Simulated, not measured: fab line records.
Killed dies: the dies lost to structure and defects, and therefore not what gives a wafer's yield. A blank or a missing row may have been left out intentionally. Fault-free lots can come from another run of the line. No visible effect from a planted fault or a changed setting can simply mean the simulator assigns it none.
fab line records	flow gf180mcu
record lots=24	wafers=72	last-day=34
route steps=602 shown SALICIDE@284 M1@316 M2@364 V2@405 M4@459
lots untouched by any fault: they come from a run of this same line in which no faults occurred
start-h: hours from the record's first day to the start of the lot's first wafer shown	wait-h: time in hours since the lot's previous step	" same as the row above	L1.1+2: a row that stands for several wafers	- no value, or no start was given	* or withheld: withheld	< > ~ a bound
route shown NAME@n: NAME is a module with steps in the file, n the number in the route of the first one	usual: mean/standard deviation taken from wafers without a fault	same: alike in all rows	chamber/n: place in a boat	sites: readings site by site	_std_site: standard deviation across them	_edge_site: outer sites' mean less inner sites'	radius-mm: how far each site lies from the wafer's centre	mask NAME#n: copy n	behind: tool/chamber where the wafer was last shaped	hold: reason for holding the lot/hours on hold/outcome of the hold	device: the n, p or np transistor that did not switch	end of line: tests run on the same wafers once the route is complete	a step given without rows: its recipe and nothing more	killed: at the first sort, the dies lost to defects and structure; wafer yield is something else	map: a wafer's dies, x killed, . not, _ none there
set.NAME: the setting the step ran with; set.NAME@STEP: the setting that earlier step ran with	model.NAME: the simulator's own value behind a step, which no gauge read
one table for each step of the route and one row for each wafer, over a sample of lots
services: when a tool's chamber went out of use (start-h, in hours from the record's first day, below 0 if earlier), for how many hours, and the reason
## steps
# step GF_SALICIDE_RTA_06
# recipe temp-c=530	time-s=30	ambient=N2
# usual lamp-power-pct=7.0/0.58	wafer_temp_C_max=532.5/0.53
lot.wafer	tool	chamber	start-h	wait-h	lamp-power-pct	wafer_temp_C_max
L074.2	rtp-anneal-02	0	352.23	0.1	7.4	531.5
L074.5	"	0	"	"	7.4	532.7
L074.6	"	0	"	"	7.4	532.8
L075.2	rtp-anneal-01	0	354.43	0.1	6.2	532.6
L075.4	"	0	"	"	6.2	532.5
L075.6	"	0	"	"	6.2	533.1
L076.2	rtp-anneal-02	0	365.80	0.1	7.4	532.8
L076.3	"	0	"	"	7.4	532.1
L076.6	"	0	"	"	7.4	531.9
L077.1	rtp-anneal-01	0	377.06	0.1	6.2	533.0
L077.3	"	0	"	"	6.2	532.0
L077.4	"	0	"	"	6.2	532.7
L078.1	rtp-anneal-01	0	377.50	0.1	6.2	532.8
L078.3	"	0	"	"	6.2	532.6
L078.5	"	0	"	"	6.2	532.9
L079.1	rtp-anneal-01	0	382.26	0.1	6.2	532.7
L079.2	"	0	"	"	6.2	533.3
L079.5	"	0	"	"	6.2	532.7
L080.4	rtp-anneal-02	0	395.15	0.1	7.4	532.5
L080.5	"	0	"	"	7.4	532.3
L080.6	"	0	"	"	7.4	531.9
L081.1	rtp-anneal-02	0	408.77	0.1	7.4	532.6
L081.3	"	0	"	"	7.4	532.2
L081.4	"	0	"	"	7.4	532.2
L082.3	rtp-anneal-02	0	410.30	0.1	7.4	532.7
L082.4	"	0	"	"	7.4	532.6
L082.6	"	0	"	"	7.4	532.8
L083.2	rtp-anneal-02	0	419.68	0.1	7.4	531.7
L083.3	"	0	"	"	7.4	532.0
L083.6	"	0	"	"	7.4	533.4
L084.1	rtp-anneal-02	0	420.41	0.1	7.4	532.4
L084.2	"	0	"	"	7.4	531.8
L084.3	"	0	"	"	7.4	532.5
L085.2	rtp-anneal-01	0	437.56	0.1	6.2	532.8
L085.3	"	0	"	"	6.2	533.7
L085.5	"	0	"	"	6.2	532.6
L086.1	rtp-anneal-02	0	447.72	0.1	7.4	532.7
L086.3	"	0	"	"	7.4	532.4
L086.6	"	0	"	"	7.4	533.2
L088.2	rtp-anneal-01	0	458.35	0.1	6.2	533.1
L088.5	"	0	"	"	6.2	533.0
L088.6	"	0	"	"	6.2	533.2
L087.1	rtp-anneal-02	0	458.63	0.1	7.4	531.7
L087.5	"	0	"	"	7.4	532.6
L087.6	"	0	"	"	7.4	532.2
L089.1	rtp-anneal-01	0	472.05	0.1	6.2	533.3
L089.5	"	0	"	"	6.2	533.1
L089.6	"	0	"	"	6.2	533.7
L090.1	rtp-anneal-01	0	479.70	0.1	6.2	532.4
L090.4	"	0	"	"	6.2	532.2
L090.5	"	0	"	"	6.2	532.7
L091.4	rtp-anneal-02	0	490.72	0.1	7.4	532.8
L091.5	"	0	"	"	7.4	532.1
L091.6	"	0	"	"	7.4	532.4
L092.1	rtp-anneal-02	0	495.03	0.1	7.4	532.5
L092.3	"	0	"	"	7.4	532.3
L092.4	"	0	"	"	7.4	533.2
L093.1	rtp-anneal-02	0	508.50	0.1	7.4	533.0
L093.3	"	0	"	"	7.4	533.4
L093.5	"	0	"	"	7.4	532.7
L094.3	rtp-anneal-02	0	516.00	0.1	7.4	531.8
L094.5	"	0	"	"	7.4	531.4
L094.6	"	0	"	"	7.4	533.1
L095.1	rtp-anneal-02	0	516.27	0.1	7.4	532.0
L095.2	"	0	"	"	7.4	531.8
L095.3	"	0	"	"	7.4	532.1
L096.1	rtp-anneal-02	0	523.54	0.1	7.4	532.0
L096.2	"	0	"	"	7.4	533.5
L096.5	"	0	"	"	7.4	532.5
L097.2	rtp-anneal-02	0	533.83	0.1	7.4	531.9
L097.3	"	0	"	"	7.4	532.7
L097.5	"	0	"	"	7.4	532.2
# step GF_M1_SPUTTER_01
# recipe material=TiN	target-thk-nm=30	power-w=6500	time-s=25	chamber-pressure-pa=0.4
# usual chamber-pressure-pa=0.4001/0.00081	throttle-valve-pct=29.9/1
lot.wafer	tool	chamber	start-h	wait-h	chamber-pressure-pa	throttle-valve-pct
L074.2	pvd-sputter-04	-	375.83	0.1	0.3996	30.1
L074.5	"	-	"	"	0.3992	29.0
L074.6	"	-	"	"	0.3988	27.7
L075.2	pvd-sputter-04	-	378.95	0.1	0.3989	30.9
L075.4	"	-	"	"	0.4002	28.8
L075.6	"	-	"	"	0.4006	30.1
L076.2	pvd-sputter-02	-	389.73	0.1	0.3999	31.3
L076.3	"	-	"	"	0.3994	31.0
L076.6	"	-	"	"	0.4016	29.4
L077.1	pvd-sputter-04	-	401.12	0.1	0.3992	28.8
L077.3	"	-	"	"	0.3985	30.7
L077.4	"	-	"	"	0.4006	27.9
L078.1	pvd-sputter-02	-	402.03	0.1	0.3989	30.7
L078.3	"	-	"	"	0.4003	31.3
L078.5	"	-	"	"	0.3983	30.9
L079.1	pvd-sputter-02	-	407.78	0.1	0.4012	31.2
L079.2	"	-	"	"	0.3996	31.4
L079.5	"	-	"	"	0.4006	29.7
L080.4	pvd-sputter-03	-	420.84	0.1	0.3998	30.3
L080.5	"	-	"	"	0.3997	29.1
L080.6	"	-	"	"	0.4005	30.5
L081.1	pvd-sputter-02	-	435.39	0.1	0.4005	31.4
L081.3	"	-	"	"	0.4011	31.4
L081.4	"	-	"	"	0.3998	29.4
L082.3	pvd-sputter-04	-	436.36	0.1	0.4006	30.4
L082.4	"	-	"	"	0.3997	27.6
L082.6	"	-	"	"	0.3984	29.2
L083.2	pvd-sputter-03	-	446.36	0.1	0.4002	30.1
L083.3	"	-	"	"	0.4006	30.2
L083.6	"	-	"	"	0.3995	28.8
L084.1	pvd-sputter-03	-	447.74	0.1	0.4003	30.5
L084.2	"	-	"	"	0.3989	28.6
L084.3	"	-	"	"	0.3996	30.1
L085.2	pvd-sputter-04	-	463.97	0.1	0.4011	30.9
L085.3	"	-	"	"	0.4002	28.1
L085.5	"	-	"	"	0.3992	29.0
L086.1	pvd-sputter-03	-	474.18	0.1	0.3994	28.7
L086.3	"	-	"	"	0.4005	30.3
L086.6	"	-	"	"	0.4002	29.4
L088.2	pvd-sputter-03	-	484.32	0.1	0.3990	30.4
L088.5	"	-	"	"	0.3996	29.4
L088.6	"	-	"	"	0.4009	30.1
L087.1	pvd-sputter-04	-	484.91	0.1	0.3988	28.8
L087.5	"	-	"	"	0.4016	30.1
L087.6	"	-	"	"	0.4002	30.8
L089.1	pvd-sputter-04	-	497.67	0.1	0.4004	27.6
L089.5	"	-	"	"	0.3999	28.8
L089.6	"	-	"	"	0.3997	30.2
L090.1	pvd-sputter-04	-	506.11	0.1	0.4007	30.4
L090.4	"	-	"	"	0.4001	31.0
L090.5	"	-	"	"	0.4006	30.3
L091.4	pvd-sputter-02	-	516.21	0.1	0.4012	31.4
L091.5	"	-	"	"	0.4002	31.1
L091.6	"	-	"	"	0.3988	30.6
L092.1	pvd-sputter-03	-	520.69	0.1	0.4017	30.3
L092.3	"	-	"	"	0.3997	30.3
L092.4	"	-	"	"	0.4005	29.5
L093.1	pvd-sputter-02	-	533.23	0.1	0.4003	29.6
L093.3	"	-	"	"	0.4007	31.1
L093.5	"	-	"	"	0.4008	29.5
L094.3	pvd-sputter-04	-	541.16	0.1	0.3998	27.8
L094.5	"	-	"	"	0.3995	29.9
L094.6	"	-	"	"	0.3996	30.8
L095.1	pvd-sputter-02	-	541.51	0.1	0.4005	31.6
L095.2	"	-	"	"	0.3996	30.7
L095.3	"	-	"	"	0.4000	31.1
L096.1	pvd-sputter-04	-	548.53	0.1	0.4005	27.8
L096.2	"	-	"	"	0.3992	28.6
L096.5	"	-	"	"	0.3997	31.0
L097.2	pvd-sputter-04	-	558.16	0.1	0.4011	27.9
L097.3	"	-	"	"	0.4002	28.8
L097.5	"	-	"	"	0.4002	28.8
# step GF_M2_SPUTTER_02
# recipe material=AlCu	target-thk-nm=450	power-w=10600	time-s=23.9	chamber-pressure-pa=0.4
# usual chamber-pressure-pa=0.4000/0.00088	throttle-valve-pct=29.8/0.91
lot.wafer	tool	chamber	start-h	wait-h	chamber-pressure-pa	throttle-valve-pct
L074.2	pvd-sputter-01	-	424.77	0.0	0.3993	29.8
L074.5	"	-	"	"	0.3996	30.5
L074.6	"	-	"	"	0.4003	29.8
L075.2	pvd-sputter-01	-	428.51	0.0	0.3996	30.0
L075.4	"	-	"	"	0.3995	30.2
L075.6	"	-	"	"	0.4000	30.2
L076.2	pvd-sputter-04	-	440.89	0.0	0.3995	27.6
L076.3	"	-	"	"	0.4004	28.7
L076.6	"	-	"	"	0.3994	27.7
L077.1	pvd-sputter-04	-	452.77	0.0	0.4003	30.4
L077.3	"	-	"	"	0.4006	27.9
L077.4	"	-	"	"	0.3994	31.0
L078.1	pvd-sputter-01	-	454.46	0.0	0.3994	30.6
L078.3	"	-	"	"	0.3990	30.5
L078.5	"	-	"	"	0.4010	30.5
L079.1	pvd-sputter-03	-	459.27	0.0	0.3998	30.4
L079.2	"	-	"	"	0.3994	29.4
L079.5	"	-	"	"	0.4016	28.5
L080.4	pvd-sputter-03	-	472.07	0.0	0.3992	30.5
L080.5	"	-	"	"	0.3998	29.5
L080.6	"	-	"	"	0.3989	28.5
L081.1	pvd-sputter-03	-	486.00	0.0	0.4002	28.5
L081.3	"	-	"	"	0.4013	29.4
L081.4	"	-	"	"	0.4016	30.3
L082.3	pvd-sputter-03	-	488.00	0.0	0.3999	30.1
L082.4	"	-	"	"	0.4002	28.6
L082.6	"	-	"	"	0.3988	29.4
L083.2	pvd-sputter-03	-	496.65	0.0	0.3999	29.2
L083.3	"	-	"	"	0.4020	30.2
L083.6	"	-	"	"	0.4011	30.6
L084.1	pvd-sputter-03	-	499.42	0.0	0.3993	30.4
L084.2	"	-	"	"	0.4008	30.2
L084.3	"	-	"	"	0.4006	28.5
L085.2	pvd-sputter-03	-	515.53	0.0	0.4005	30.4
L085.3	"	-	"	"	0.3982	30.4
L085.5	"	-	"	"	0.4015	29.2
L086.1	pvd-sputter-04	-	524.65	0.0	0.4011	30.1
L086.3	"	-	"	"	0.3986	29.0
L086.6	"	-	"	"	0.3986	27.7
L088.2	pvd-sputter-03	-	532.96	0.0	0.4001	30.3
L088.5	"	-	"	"	0.3995	29.4
L088.6	"	-	"	"	0.4011	28.6
L087.1	pvd-sputter-01	-	535.41	0.0	0.3996	30.5
L087.5	"	-	"	"	0.4008	29.9
L087.6	"	-	"	"	0.4003	30.3
L089.1	pvd-sputter-03	-	546.31	0.0	0.3991	28.5
L089.5	"	-	"	"	0.4006	30.1
L089.6	"	-	"	"	0.4014	29.2
L090.1	pvd-sputter-04	-	554.72	0.0	0.4003	27.9
L090.4	"	-	"	"	0.4001	30.6
L090.5	"	-	"	"	0.4003	30.4
L091.4	pvd-sputter-03	-	563.46	0.0	0.4006	28.6
L091.5	"	-	"	"	0.3983	30.2
L091.6	"	-	"	"	0.4005	30.2
L092.1	pvd-sputter-04	-	568.02	0.0	0.3997	30.2
L092.3	"	-	"	"	0.3995	30.5
L092.4	"	-	"	"	0.3986	30.9
L093.1	pvd-sputter-04	-	579.67	0.0	0.4002	30.4
L093.3	"	-	"	"	0.4007	28.8
L093.5	"	-	"	"	0.3995	30.1
L094.3	pvd-sputter-04	-	587.55	0.0	0.4001	30.9
L094.5	"	-	"	"	0.4010	28.1
L094.6	"	-	"	"	0.3995	28.9
L095.1	pvd-sputter-04	-	588.71	0.0	0.4004	27.6
L095.2	"	-	"	"	0.4005	30.5
L095.3	"	-	"	"	0.4006	30.5
L096.1	pvd-sputter-01	-	594.76	0.0	0.3992	30.7
L096.2	"	-	"	"	0.4004	30.2
L096.5	"	-	"	"	0.4007	29.7
L097.2	pvd-sputter-01	-	603.64	0.0	0.4008	29.8
L097.3	"	-	"	"	0.3993	30.6
L097.5	"	-	"	"	0.3998	30.7
# step GF_V2_CVD_23
# recipe material=W	target-thk-nm=350	time-s=104.94	temp-c=400	pressure-torr=40
# usual heater-power-w=845/22	susceptor-temp-C=400.05/0.21
lot.wafer	tool	chamber	start-h	wait-h	heater-power-w	susceptor-temp-C
L074.2	cvd-w-01	1	476.55	0.0	811	400.04
L074.5	"	1	"	"	801	400.14
L074.6	"	0	"	"	866	400.14
L075.2	cvd-w-01	1	479.38	0.0	823	400.11
L075.4	"	0	"	"	830	400.30
L075.6	"	1	"	"	815	400.28
L076.2	cvd-w-02	1	492.29	0.0	852	400.21
L076.3	"	1	"	"	848	400.00
L076.6	"	0	"	"	861	400.20
L077.1	cvd-w-01	0	503.57	0.0	851	400.11
L077.3	"	0	"	"	838	400.62
L077.4	"	1	"	"	811	400.07
L078.1	cvd-w-02	1	504.74	0.0	858	399.92
L078.3	"	0	"	"	866	400.26
L078.5	"	1	"	"	837	400.21
L079.1	cvd-w-01	1	508.39	0.0	830	399.95
L079.2	"	0	"	"	820	400.19
L079.5	"	1	"	"	816	399.64
L080.4	cvd-w-01	1	520.94	0.1	825	400.16
L080.5	"	1	"	"	832	400.14
L080.6	"	0	"	"	829	399.91
L081.1	cvd-w-02	0	535.12	0.0	870	400.15
L081.3	"	1	"	"	862	400.02
L081.4	"	0	"	"	864	399.99
L082.3	cvd-w-02	1	536.51	0.1	834	399.99
L082.4	"	0	"	"	859	399.57
L082.6	"	1	"	"	839	399.61
L083.2	cvd-w-02	1	543.82	0.0	832	400.17
L083.3	"	0	"	"	871	400.22
L083.6	"	0	"	"	878	399.93
L084.1	cvd-w-02	0	546.99	0.0	868	400.20
L084.2	"	1	"	"	850	400.04
L084.3	"	0	"	"	889	399.87
L085.2	cvd-w-01	1	562.09	0.0	814	399.94
L085.3	"	1	"	"	818	400.02
L085.5	"	1	"	"	818	400.15
L086.1	cvd-w-02	1	571.88	0.0	830	400.38
L086.3	"	1	"	"	845	400.15
L086.6	"	1	"	"	823	400.20
L088.2	cvd-w-02	1	579.12	0.0	838	399.56
L088.5	"	1	"	"	838	399.94
L088.6	"	0	"	"	869	400.03
L087.1	cvd-w-01	0	581.88	0.0	856	400.31
L087.5	"	0	"	"	836	400.63
L087.6	"	1	"	"	811	400.18
L089.1	cvd-w-02	0	592.17	0.0	857	400.20
L089.5	"	1	"	"	839	400.17
L089.6	"	0	"	"	867	399.94
L090.1	cvd-w-01	1	600.26	0.0	803	399.90
L090.4	"	1	"	"	805	399.97
L090.5	"	0	"	"	845	399.99
L091.4	cvd-w-02	0	607.97	0.1	888	399.84
L091.5	"	0	"	"	889	400.11
L091.6	"	1	"	"	831	400.18
L092.1	cvd-w-02	1	612.29	0.0	849	400.21
L092.3	"	1	"	"	850	400.08
L092.4	"	0	"	"	868	400.09
L093.1	cvd-w-02	1	623.26	0.0	848	399.82
L093.3	"	1	"	"	846	399.77
L093.5	"	0	"	"	875	400.14
L094.3	cvd-w-02	0	631.26	0.1	875	399.88
L094.5	"	0	"	"	880	400.05
L094.6	"	1	"	"	863	399.86
L095.1	cvd-w-01	1	632.48	0.0	826	399.99
L095.2	"	0	"	"	834	399.90
L095.3	"	0	"	"	846	399.93
L096.1	cvd-w-01	1	638.84	0.0	834	400.01
L096.2	"	0	"	"	862	400.28
L096.5	"	1	"	"	828	399.86
L097.2	cvd-w-01	0	646.64	0.0	855	400.02
L097.3	"	0	"	"	837	399.82
L097.5	"	1	"	"	817	400.06
# step GF_M4_SPUTTER_03
# recipe material=Ti	target-thk-nm=10	substrate-temp-c=300	chamber-pressure-pa=0.3	power-w=3000	time-s=6.7
# usual chamber-pressure-pa=0.3000/0.00056	throttle-valve-pct=29.7/0.9
lot.wafer	tool	chamber	start-h	wait-h	chamber-pressure-pa	throttle-valve-pct
L074.2	pvd-sputter-03	-	528.32	0.0	0.3004	29.1
L074.5	"	-	"	"	0.3000	30.1
L074.6	"	-	"	"	0.2999	29.6
L075.2	pvd-sputter-04	-	530.18	0.0	0.3002	28.9
L075.4	"	-	"	"	0.2995	30.2
L075.6	"	-	"	"	0.3004	30.6
L076.2	pvd-sputter-04	-	542.53	0.0	0.3008	29.9
L076.3	"	-	"	"	0.3007	28.0
L076.6	"	-	"	"	0.3008	28.0
L077.1	pvd-sputter-04	-	552.73	0.0	0.3007	30.5
L077.3	"	-	"	"	0.2999	28.6
L077.4	"	-	"	"	0.2991	28.1
L078.1	pvd-sputter-03	-	554.64	0.0	0.3000	30.3
L078.3	"	-	"	"	0.3002	29.6
L078.5	"	-	"	"	0.3002	30.3
L079.1	pvd-sputter-03	-	557.59	0.0	0.2996	28.4
L079.2	"	-	"	"	0.3007	30.4
L079.5	"	-	"	"	0.3007	30.5
L080.4	pvd-sputter-01	-	568.68	0.0	0.3006	30.8
L080.5	"	-	"	"	0.2986	30.3
L080.6	"	-	"	"	0.2997	30.0
L081.1	pvd-sputter-03	-	583.01	0.0	0.2998	29.5
L081.3	"	-	"	"	0.3002	28.7
L081.4	"	-	"	"	0.3012	30.3
L082.3	pvd-sputter-01	-	584.23	0.0	0.2994	30.3
L082.4	"	-	"	"	0.2995	30.7
L082.6	"	-	"	"	0.2997	30.2
L083.2	pvd-sputter-01	-	591.28	0.0	0.3002	30.8
L083.3	"	-	"	"	0.3006	29.8
L083.6	"	-	"	"	0.3007	30.2
L084.1	pvd-sputter-04	-	593.58	0.0	0.3006	30.6
L084.2	"	-	"	"	0.2996	27.7
L084.3	"	-	"	"	0.3000	28.8
L085.2	pvd-sputter-01	-	608.59	0.0	0.2995	29.6
L085.3	"	-	"	"	0.2994	30.3
L085.5	"	-	"	"	0.2991	29.9
L086.1	pvd-sputter-04	-	616.82	0.0	0.3004	28.9
L086.3	"	-	"	"	0.2995	30.9
L086.6	"	-	"	"	0.3000	30.3
L088.2	pvd-sputter-01	-	624.28	0.0	0.3007	30.9
L088.5	"	-	"	"	0.3005	29.8
L088.6	"	-	"	"	0.3006	30.1
L087.1	pvd-sputter-04	-	626.45	0.0	0.2999	27.7
L087.5	"	-	"	"	0.2992	30.3
L087.6	"	-	"	"	0.2995	29.1
L089.1	pvd-sputter-04	-	636.67	0.0	0.3001	30.9
L089.5	"	-	"	"	0.3003	28.8
L089.6	"	-	"	"	0.2998	27.9
L090.1	pvd-sputter-03	-	645.09	0.0	0.3004	28.7
L090.4	"	-	"	"	0.2994	29.5
L090.5	"	-	"	"	0.3001	30.2
L091.4	pvd-sputter-04	-	651.44	0.0	0.2995	30.3
L091.5	"	-	"	"	0.2998	28.6
L091.6	"	-	"	"	0.2992	30.4
L092.1	pvd-sputter-03	-	656.69	0.0	0.2998	30.5
L092.3	"	-	"	"	0.3005	28.6
L092.4	"	-	"	"	0.2998	29.4
L093.1	pvd-sputter-03	-	666.43	0.0	0.3006	28.8
L093.3	"	-	"	"	0.3003	30.3
L093.5	"	-	"	"	0.3000	29.4
L094.3	pvd-sputter-01	-	674.39	0.0	0.2999	31.0
L094.5	"	-	"	"	0.2991	29.9
L094.6	"	-	"	"	0.3014	30.1
L095.1	pvd-sputter-04	-	676.31	0.0	0.2999	27.9
L095.2	"	-	"	"	0.3002	29.1
L095.3	"	-	"	"	0.3003	30.8
L096.1	pvd-sputter-03	-	680.74	0.0	0.3001	29.1
L096.2	"	-	"	"	0.3004	30.5
L096.5	"	-	"	"	0.3005	30.1
L097.2	pvd-sputter-01	-	689.84	0.0	0.3005	30.8
L097.3	"	-	"	"	0.3003	30.0
L097.5	"	-	"	"	0.2994	30.3
# step GF_M4_THK_MEAS_06
# recipe thk-meas-gauge=xrf	reads=AlCu_of_M4_SPUTTER_02
# usual M4_ALCU_THK=455/5.2
lot.wafer	tool	chamber	start-h	wait-h	M4_ALCU_THK[nm]
L074.2	film-metro-03	-	528.51	0.1	460
L074.5	"	-	"	"	460
L074.6	"	-	"	"	460
L075.2	film-metro-02	-	530.37	0.1	456
L075.4	"	-	"	"	463
L075.6	"	-	"	"	457
L076.2	film-metro-04	-	542.72	0.1	459
L076.3	"	-	"	"	455
L076.6	"	-	"	"	455
L077.1	film-metro-02	-	552.91	0.1	456
L077.3	"	-	"	"	460
L077.4	"	-	"	"	451
L078.1	film-metro-03	-	554.82	0.1	457
L078.3	"	-	"	"	454
L078.5	"	-	"	"	449
L079.1	film-metro-02	-	557.77	0.1	461
L079.2	"	-	"	"	467
L079.5	"	-	"	"	458
L080.4	film-metro-04	-	568.89	0.1	457
L080.5	"	-	"	"	462
L080.6	"	-	"	"	461
L081.1	film-metro-04	-	583.19	0.1	454
L081.3	"	-	"	"	459
L081.4	"	-	"	"	457
L082.3	film-metro-04	-	584.43	0.1	453
L082.4	"	-	"	"	456
L082.6	"	-	"	"	453
L083.2	film-metro-02	-	591.47	0.1	460
L083.3	"	-	"	"	465
L083.6	"	-	"	"	456
L084.1	film-metro-03	-	593.76	0.1	445
L084.2	"	-	"	"	452
L084.3	"	-	"	"	459
L085.2	film-metro-04	-	608.78	0.1	463
L085.3	"	-	"	"	453
L085.5	"	-	"	"	459
L086.1	film-metro-03	-	617.00	0.1	460
L086.3	"	-	"	"	452
L086.6	"	-	"	"	464
L088.2	film-metro-03	-	624.47	0.1	458
L088.5	"	-	"	"	464
L088.6	"	-	"	"	457
L087.1	film-metro-04	-	626.63	0.1	453
L087.5	"	-	"	"	456
L087.6	"	-	"	"	448
L089.1	film-metro-04	-	636.85	0.1	443
L089.5	"	-	"	"	448
L089.6	"	-	"	"	451
L090.1	film-metro-02	-	645.27	0.1	461
L090.4	"	-	"	"	456
L090.5	"	-	"	"	460
L091.4	film-metro-04	-	651.65	0.1	450
L091.5	"	-	"	"	449
L091.6	"	-	"	"	455
L092.1	film-metro-03	-	656.87	0.1	448
L092.3	"	-	"	"	457
L092.4	"	-	"	"	450
L093.1	film-metro-04	-	666.61	0.1	451
L093.3	"	-	"	"	455
L093.5	"	-	"	"	452
L094.3	film-metro-02	-	674.59	0.1	461
L094.5	"	-	"	"	458
L094.6	"	-	"	"	448
L095.1	film-metro-04	-	676.49	0.1	450
L095.2	"	-	"	"	452
L095.3	"	-	"	"	446
L096.1	film-metro-03	-	680.92	0.1	446
L096.2	"	-	"	"	456
L096.5	"	-	"	"	457
L097.2	film-metro-04	-	690.03	0.1	464
L097.3	"	-	"	"	456
L097.5	"	-	"	"	456
## services
tool	chamber	start-h	hours	kind
pvd-sputter-02	-	336.46	9.2	repair
pvd-sputter-04	-	341.34	2.0	repair
pvd-sputter-01	-	344.47	2.7	repair
pvd-sputter-01	-	384.64	1.2	repair
pvd-sputter-03	-	387.76	3.6	repair
cvd-w-01	-	390.00	14.0	pm
cvd-w-01	-	416.83	11.9	repair
pvd-sputter-02	-	418.66	2.2	repair
pvd-sputter-04	-	421.80	11.6	repair
cvd-w-02	-	428.73	6.0	pm
pvd-sputter-01	-	434.63	2.9	repair
rtp-anneal-02	-	453.98	1.6	repair
pvd-sputter-03	-	454.13	1.9	repair
pvd-sputter-04	-	467.76	6.6	repair
pvd-sputter-03	-	477.96	1.2	repair
pvd-sputter-01	-	510.13	2.7	repair
cvd-w-01	0	544.16	17.2	repair
pvd-sputter-03	-	544.95	1.1	repair
cvd-w-01	-	555.64	1.2	repair
cvd-w-01	-	582.84	6.9	pm
rtp-anneal-02	-	615.76	8.8	pm
rtp-anneal-01	-	626.97	5.9	pm
pvd-sputter-03	-	646.24	2.2	repair
cvd-w-02	0	672.35	10.8	repair
## key
fault none
